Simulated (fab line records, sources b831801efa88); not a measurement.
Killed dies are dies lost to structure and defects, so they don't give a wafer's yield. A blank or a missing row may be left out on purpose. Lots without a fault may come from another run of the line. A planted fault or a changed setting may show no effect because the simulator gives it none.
fab line records | flow sky130
record lots=14 wafers=42 last_day=50
route steps=708 shown POLY_GATE@230 PAD_OPEN@708
lots that met no fault: from a run of the same line without faults
start_h: hours from the record's first day to the start of the lot's first wafer shown | wait_h: hours since the lot's step before | " the same as in the row above | L1.1+2: a row that stands for several wafers | - no value, or no start given | * or withheld: withheld | < > ~ a bound
route shown NAME@n: a module of which the file shows steps, and the number in the route of the first | usual: mean/standard deviation of fault-free wafers | same: alike in all rows | chamber/n: place in a boat | sites: the reading at each site | _std_site: their standard deviation | _edge_site: outer sites' mean less inner sites' | radius_mm: how far each site lies from the wafer's centre | mask NAME#n: copy n | behind: the tool/chamber that last shaped the wafer | hold: why the lot was held/for how many hours/how that ended | device: the transistor (n, p or np) that didn't switch | end of line: the same wafers' tests at the end of the route | a step without rows: its recipe alone | killed: dies lost to structure and defects at the first sort, not the wafer's yield | map: a wafer's dies, x killed, . not, _ none there
set.NAME: the setting as run; set.NAME@STEP: as run at that earlier step | model.NAME: the simulator's own value behind a step, which no gauge read
steps of the route over a sample of lots; a table a step, a row a wafer
services: from which hour (start_h, from the record's first day; less than 0 if before it) a tool's chamber was out of use, for how many hours, and why
## steps
# step SKY_POLY_GATE_ETCH_16
# recipe stop_on=poly-Si chemistry=CH3F/O2 target=Si3N4 source_w=400 bias_w=80 pressure_mtorr=25 ch3f_flow_sccm=40 O2_flow_sccm=30 time_s=147.5 target_depth_a=750
# usual bias_w=79.99/0.26 ch3f_flow_sccm=40.00/0.12 drypump_motor_current_A=5.9/0.62 oes_product_au=0.640/0.0057 throttle_valve_pct=10.535/0.0087
# columns lot.wafer tool chamber start_h wait_h bias_w ch3f_flow_sccm drypump_motor_current_A oes_product_au rf_hours_counter_h throttle_valve_pct
L329.1 rie_diel-01 0 359.03 0.0 80.27 40.10 6.6 0.632 95 10.538
L329.4 " 2 " " 79.93 40.12 5.3 0.632 - 10.550
L329.6 " 1 " " 80.21 40.12 5.7 0.649 - 10.538
L330.1 rie_diel-03 2 368.53 0.0 80.20 39.96 5.2 0.643 3 10.544
L330.3 " 3 " " 80.12 39.96 6.6 0.642 4 10.531
L330.4 " 1 " " 80.34 39.97 5.2 0.639 1 10.531
L338.3 rie_diel-01 1 449.50 0.0 80.58 40.07 5.8 0.644 17 10.549
L338.5 " 3 " " 79.89 40.21 5.7 0.645 - 10.533
L338.6 " 2 " " 79.70 40.18 5.3 0.644 - 10.541
L339.1 rie_diel-01 3 459.98 0.0 79.84 39.99 5.7 0.636 2 10.526
L339.2 " 0 " " 80.18 40.00 6.6 0.634 96 10.531
L339.5 " 2 " " 80.41 39.84 5.3 0.644 - 10.548
L340.1 rie_diel-01 0 470.43 0.0 79.89 39.79 6.6 0.631 96 10.525
L340.3 " 3 " " 80.09 39.87 5.7 0.634 2 10.534
L340.6 " 0 " " 79.98 39.90 6.6 0.643 - 10.529
L342.1 rie_diel-04 0 481.53 0.0 79.76 39.98 5.8 0.633 79 10.540
L342.2 " 1 " " 80.10 39.82 6.8 0.636 1 10.537
L342.4 " 3 " " 79.80 39.87 5.1 0.641 3 10.532
L343.2 rie_diel-04 0 492.08 0.0 80.18 39.92 5.8 0.634 79 10.518
L343.3 " 1 " " 79.75 40.01 6.8 0.651 1 10.535
L343.4 " 3 " " 79.97 39.91 5.1 0.641 3 10.543
L344.2 rie_diel-03 0 496.10 0.0 79.84 40.02 5.9 0.636 83 10.526
L344.3 " 2 " " 79.44 39.93 5.3 0.632 5 10.530
L344.6 " 3 " " 79.66 40.10 6.7 0.640 - 10.533
L346.1 rie_diel-03 3 517.13 0.0 80.41 40.07 6.7 0.635 7 10.543
L346.3 " 2 " " 80.30 39.90 5.3 0.643 6 10.543
L346.6 " 1 " " 80.20 39.97 5.2 0.647 - 10.525
L347.1 rie_diel-04 3 519.68 0.0 79.92 40.00 5.1 0.635 4 10.540
L347.2 " 0 " " 79.92 40.41 5.8 0.651 80 10.520
L347.4 " 2 " " 80.40 39.98 6.8 0.645 52 10.539
L349.3 rie_diel-03 2 546.40 0.0 80.45 39.77 5.3 0.638 6 10.535
L349.5 " 2 " " 80.09 39.98 5.2 0.637 - 10.544
L349.6 " 3 " " 80.14 40.13 6.6 0.638 - 10.513
L350.1 rie_diel-04 3 556.88 0.0 79.66 39.88 5.1 0.635 4 10.533
L350.3 " 2 " " 79.99 40.12 6.8 0.625 53 10.535
L350.6 " 2 " " 79.87 40.08 6.8 0.638 - 10.520
L351.1 rie_diel-01 2 571.93 0.0 79.84 39.79 5.3 0.637 7 10.530
L351.2 " 1 " " 80.08 40.12 5.8 0.638 19 10.532
L351.4 " 1 " " 79.98 40.17 5.8 0.635 - 10.533
L352.1 rie_diel-04 1 587.78 0.0 80.24 39.97 6.8 0.643 3 10.535
L352.2 " 2 " " 80.64 40.20 6.8 0.642 54 10.527
L352.4 " 1 " " 80.13 39.94 6.8 0.638 - 10.525
# step SKY_POLY_GATE_STRIP_18
# recipe chemistry=O2/N2 power_w=1400 pressure_mtorr=1500 platen_temp_c=withheld o2_flow_sccm=3000 n2_flow_sccm=300 overash_fraction=0.5
# usual drypump_motor_current_A=5.9/0.5 oes_product_au=0.360/0.0046 strip_time_to_endpoint_s=3.17/0.037
# columns lot.wafer tool chamber start_h wait_h drypump_motor_current_A oes_product_au rf_hours_counter_h strip_time_to_endpoint_s
L329.1 plasma_asher-04 1 359.18 0.0 5.7 0.360 53 3.15
L329.4 " 0 " " 6.6 0.360 - 3.20
L329.6 " 1 " " 5.8 0.352 - 3.12
L330.1 plasma_asher-01 1 368.68 0.0 6.2 0.364 70 3.22
L330.3 " 1 " " 6.3 0.362 - 3.24
L330.4 " 0 " " 4.9 0.362 - 3.14
L338.3 plasma_asher-02 1 449.69 0.1 5.5 0.374 - 3.49
L338.5 " 1 " " 5.5 0.369 - 3.52
L338.6 " 0 " " 5.9 0.363 - 3.53
L339.1 plasma_asher-04 0 460.13 0.0 6.6 0.367 63 3.53
L339.2 " 1 " " 5.8 0.370 63 3.54
L339.5 " 1 " " 5.7 0.373 - 3.58
L340.1 plasma_asher-02 1 470.58 0.0 5.5 0.373 33 3.59
L340.3 " 0 " " 5.9 0.370 - 3.57
L340.6 " 1 " " 5.5 0.382 - 3.60
L342.1 plasma_asher-02 1 481.69 0.0 5.5 0.355 34 3.16
L342.2 " 0 " " 5.9 0.355 34 3.17
L342.4 " 1 " " 5.5 0.359 - 3.12
L343.2 plasma_asher-02 0 492.23 0.0 6.0 0.362 35 3.20
L343.3 " 1 " " 5.5 0.352 - 3.19
L343.4 " 0 " " 5.9 0.361 - 3.20
L344.2 plasma_asher-01 1 496.26 0.0 6.3 0.361 7 3.17
L344.3 " 1 " " 6.3 0.358 - 3.18
L344.6 " 1 " " 6.3 0.360 - 3.23
L346.1 plasma_asher-02 1 517.28 0.0 5.5 0.366 38 3.23
L346.3 " 0 " " 5.9 0.364 - 3.21
L346.6 " 0 " " 5.9 0.362 - 3.17
L347.1 plasma_asher-04 0 519.83 0.0 6.7 0.353 70 3.11
L347.2 " 1 " " 5.8 0.359 70 3.12
L347.4 " 0 " " 6.6 0.361 - 3.14
L349.3 plasma_asher-01 1 546.58 0.1 6.3 0.367 - 3.15
L349.5 " 0 " " 4.9 0.369 - 3.18
L349.6 " 1 " " 6.3 0.360 - 3.23
L350.1 plasma_asher-02 0 557.04 0.0 5.9 0.357 42 3.20
L350.3 " 1 " " 5.5 0.360 - 3.21
L350.6 " 1 " " 5.5 0.365 - 3.20
L351.1 plasma_asher-04 1 572.08 0.0 5.8 0.357 75 3.22
L351.2 " 0 " " 6.6 0.357 75 3.16
L351.4 " 0 " " 6.6 0.361 - 3.14
L352.1 plasma_asher-02 0 587.94 0.0 5.9 0.361 45 3.22
L352.2 " 1 " " 5.5 0.356 45 3.20
L352.4 " 0 " " 5.9 0.359 - 3.24
# step SKY_PAD_OPEN_PROBE_99
# usual killed_at_M0_to_M3=44/7.2 killed_at_M4_up=3.4/2.1 killed_at_contacts=24/5.5 killed_at_front_end=15/4.6 killed_at_other=0.4/0.64 killed_dies=86/9.1 killed_open=47/7.5 killed_short=39/5.8
# same gross_dies=492 killed_at_back_side=0
# columns lot.wafer tool chamber start_h wait_h killed_at_M0_to_M3 killed_at_M4_up killed_at_contacts killed_at_front_end killed_at_other killed_dies killed_open killed_short
L338.3 prober-02 - 1128.86 0.2 46 6 37 19 0 108 60 48
L338.5 prober-02 - 1128.96 0.2 41 7 35 18 1 102 62 39
L338.6 prober-02 - 1129.01 0.2 60 2 21 9 2 94 54 39
L339.1 prober-01 - 1135.86 0.1 45 6 26 9 1 87 42 45
L339.2 prober-01 - 1135.91 0.1 46 4 18 17 0 85 49 36
L339.5 prober-01 - 1136.06 0.2 38 7 28 7 0 80 42 38
L342.1 prober-01 - 1148.51 0.1 51 1 28 18 1 99 55 43
L342.2 prober-01 - 1148.56 0.1 50 5 27 12 0 94 53 41
L342.4 prober-01 - 1148.66 0.2 43 4 28 15 2 92 54 36
L344.2 prober-01 - 1155.66 0.1 36 4 21 14 1 76 41 35
L344.3 prober-01 - 1155.71 0.2 37 2 20 13 0 72 36 36
L344.6 prober-01 - 1155.86 0.2 32 7 21 30 0 90 47 43
L346.1 prober-02 - 1169.85 0.1 47 5 26 15 1 94 59 32
L346.3 prober-02 - 1169.95 0.2 46 1 25 15 0 87 47 40
L346.6 prober-02 - 1170.10 0.2 56 4 28 15 0 103 63 39
L351.1 prober-01 - 1199.51 0.1 46 4 20 13 0 83 48 35
L351.2 prober-01 - 1199.56 0.1 33 1 35 20 1 90 40 49
L351.4 prober-01 - 1199.66 0.2 46 2 26 14 0 88 45 42
# killed by level:class
L338.3 VIA1:geometric_particle:open=17 CONTACT:geometric_particle:open=16 CONTACT:geometric_particle:short=9 VIA1:geometric_particle:short=8 VIA2:geometric_particle:open=6 POLY_GATE:geometric_particle:short=5 LOCAL_INTERCONNECT:geometric_particle:short=5 VIA3:geometric_particle:open=4
L338.5 CONTACT:geometric_particle:open=17 VIA1:geometric_particle:open=14 VIA3:geometric_particle:open=10 CONTACT:geometric_particle:short=9 SPACER:geometric_particle:open=6 METAL4:geometric_particle:short=6 LOCAL_INTERCONNECT:geometric_particle:short=5 VIA3:geometric_particle:short=4
L338.6 VIA1:geometric_particle:open=17 VIA3:geometric_particle:short=8 VIA3:geometric_particle:open=7 LI_CONTACT:geometric_particle:open=7 CONTACT:geometric_particle:open=7 VIA1:geometric_particle:short=6 METAL2:geometric_particle:short=5 VIA2:geometric_particle:open=4
L339.1 VIA1:geometric_particle:open=13 CONTACT:geometric_particle:open=11 METAL1:geometric_particle:short=6 VIA3:geometric_particle:short=6 CONTACT:geometric_particle:short=5 LOCAL_INTERCONNECT:geometric_particle:short=4 VIA2:geometric_particle:open=4 METAL4:geometric_particle:short=4
L339.2 VIA1:geometric_particle:open=11 VIA3:geometric_particle:short=7 VIA3:geometric_particle:open=6 CONTACT:geometric_particle:open=6 METAL2:geometric_particle:short=6 LI_CONTACT:geometric_particle:open=5 POLY_GATE:geometric_particle:open=4 POLY_GATE:geometric_particle:short=4
L339.5 CONTACT:geometric_particle:open=11 VIA1:geometric_particle:open=7 METAL3:geometric_particle:short=6 LI_CONTACT:geometric_particle:open=6 CONTACT:geometric_particle:short=6 VIA3:geometric_particle:open=6 METAL2:geometric_particle:short=5 VIA2:geometric_particle:open=5
L342.1 VIA1:geometric_particle:open=13 CONTACT:geometric_particle:open=10 VIA3:geometric_particle:open=7 POLY_GATE:geometric_particle:short=6 LI_CONTACT:geometric_particle:open=6 VIA1:geometric_particle:short=6 CONTACT:geometric_particle:short=6 METAL1:geometric_particle:short=6
L342.2 CONTACT:geometric_particle:open=13 VIA1:geometric_particle:open=13 VIA2:geometric_particle:open=7 METAL2:geometric_particle:short=5 LI_CONTACT:geometric_particle:open=5 POLY_GATE:geometric_particle:open=4 POLY_GATE:geometric_particle:short=4 CONTACT:geometric_particle:short=4
L342.4 CONTACT:geometric_particle:open=9 VIA1:geometric_particle:open=9 VIA2:geometric_particle:open=9 VIA3:geometric_particle:open=8 LI_CONTACT:geometric_particle:open=7 POLY_GATE:geometric_particle:open=6 METAL2:geometric_particle:short=6 LOCAL_INTERCONNECT:geometric_particle:short=5
L344.2 CONTACT:geometric_particle:open=9 VIA3:geometric_particle:short=6 POLY_GATE:geometric_particle:open=5 CONTACT:geometric_particle:short=5 VIA3:geometric_particle:open=5 VIA1:geometric_particle:short=4 METAL2:geometric_particle:short=4 METAL1:geometric_particle:short=3
L344.3 METAL1:geometric_particle:short=9 VIA1:geometric_particle:open=8 LI_CONTACT:geometric_particle:open=7 CONTACT:geometric_particle:open=6 VIA1:geometric_particle:short=5 POLY_GATE:geometric_particle:short=4 VIA2:geometric_particle:open=4 POLY_GATE:geometric_particle:open=3
L344.6 VIA1:geometric_particle:open=9 LI_CONTACT:geometric_particle:open=7 CONTACT:geometric_particle:short=7 CONTACT:geometric_particle:open=7 FIELD_ISO:geometric_particle:open=6 FIELD_ISO:geometric_particle:short=6 POLY_GATE:geometric_particle:short=6 POLY_GATE:geometric_particle:open=5
L346.1 VIA1:geometric_particle:open=15 CONTACT:geometric_particle:open=12 VIA2:geometric_particle:open=8 VIA3:geometric_particle:open=7 POLY_GATE:geometric_particle:short=6 LOCAL_INTERCONNECT:geometric_particle:short=6 LI_CONTACT:geometric_particle:open=5 METAL1:geometric_particle:short=4
L346.3 VIA1:geometric_particle:open=11 LI_CONTACT:geometric_particle:open=8 METAL2:geometric_particle:short=7 CONTACT:geometric_particle:open=7 METAL1:geometric_particle:short=7 CONTACT:geometric_particle:short=5 VIA1:geometric_particle:short=5 VIA2:geometric_particle:open=5
L346.6 VIA1:geometric_particle:open=16 VIA3:geometric_particle:open=14 LI_CONTACT:geometric_particle:open=9 CONTACT:geometric_particle:open=8 VIA2:geometric_particle:open=6 POLY_GATE:geometric_particle:short=5 LOCAL_INTERCONNECT:geometric_particle:short=5 METAL2:geometric_particle:short=5
L351.1 VIA1:geometric_particle:open=11 CONTACT:geometric_particle:open=9 VIA3:geometric_particle:open=7 VIA2:geometric_particle:open=5 LI_CONTACT:geometric_particle:short=5 VIA1:geometric_particle:short=5 FIELD_ISO:geometric_particle:open=4 FIELD_ISO:geometric_particle:short=4
L351.2 CONTACT:geometric_particle:open=10 FIELD_ISO:geometric_particle:short=7 LI_CONTACT:geometric_particle:open=7 VIA1:geometric_particle:short=7 LOCAL_INTERCONNECT:geometric_particle:short=6 CONTACT:geometric_particle:short=6 FIELD_ISO:geometric_particle:open=5 METAL1:geometric_particle:short=5
L351.4 CONTACT:geometric_particle:open=10 VIA1:geometric_particle:open=10 LI_CONTACT:geometric_particle:open=8 VIA2:geometric_particle:open=8 VIA1:geometric_particle:short=7 FIELD_ISO:geometric_particle:short=6 METAL3:geometric_particle:short=5 LI_CONTACT:geometric_particle:short=4
## services
# columns tool chamber start_h hours kind
rie_diel-01 3 347.45 - clean
rie_diel-01 3 347.45 16.7 scheduled_down
plasma_asher-02 - 350.67 2.8 repair
rie_diel-04 - 357.04 2.8 pm
rie_diel-04 1 359.76 9.7 repair
rie_diel-01 0 362.95 11.1 repair
rie_diel-01 - 371.86 0.3 repair
rie_diel-04 - 383.64 0.4 repair
rie_diel-01 2 393.37 4.1 repair
rie_diel-01 0 403.54 16.1 repair
rie_diel-01 2 412.60 10.8 repair
plasma_asher-01 - 421.25 9.0 pm
rie_diel-01 3 444.35 5.0 repair
rie_diel-01 0 451.40 6.1 repair
rie_diel-04 2 473.85 4.6 repair
plasma_asher-01 - 477.44 1.8 repair
rie_diel-03 1 493.15 3.1 repair
plasma_asher-02 - 496.06 3.6 repair
plasma_asher-01 - 500.46 2.1 repair
rie_diel-01 - 500.88 0.3 repair
rie_diel-01 - 509.70 28.1 pm
plasma_asher-02 - 540.31 3.8 repair
plasma_asher-04 - 542.36 5.1 repair
rie_diel-01 3 563.69 26.5 repair
## key
first_sign step=SKY_POLY_GATE_STRIP_18 reading=strip_time_to_endpoint_s direction=up sigmas=10 usual=* struck=*
effect none on later readings
met_at SKY_POLY_GATE_ETCH_16
struck_lots L338,L339,L340
tester_left_out L338,L339,L340
onset_between 359.03 449.50
fault kind=process_parameter_drift tool=rie_diel-01 chamber=- onset_h=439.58 steps=SKY_POLY_GATE_ETCH_16 channel=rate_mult offset=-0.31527 shape=step end_h=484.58
# tester_left_out: of these lots the tester's yield and bins aren't shown, on N5 and GAA mostly nor the transistor test; their killed dies are dies lost to structure and defects alone, not to doping, threshold or leakage, so they don't give the yield
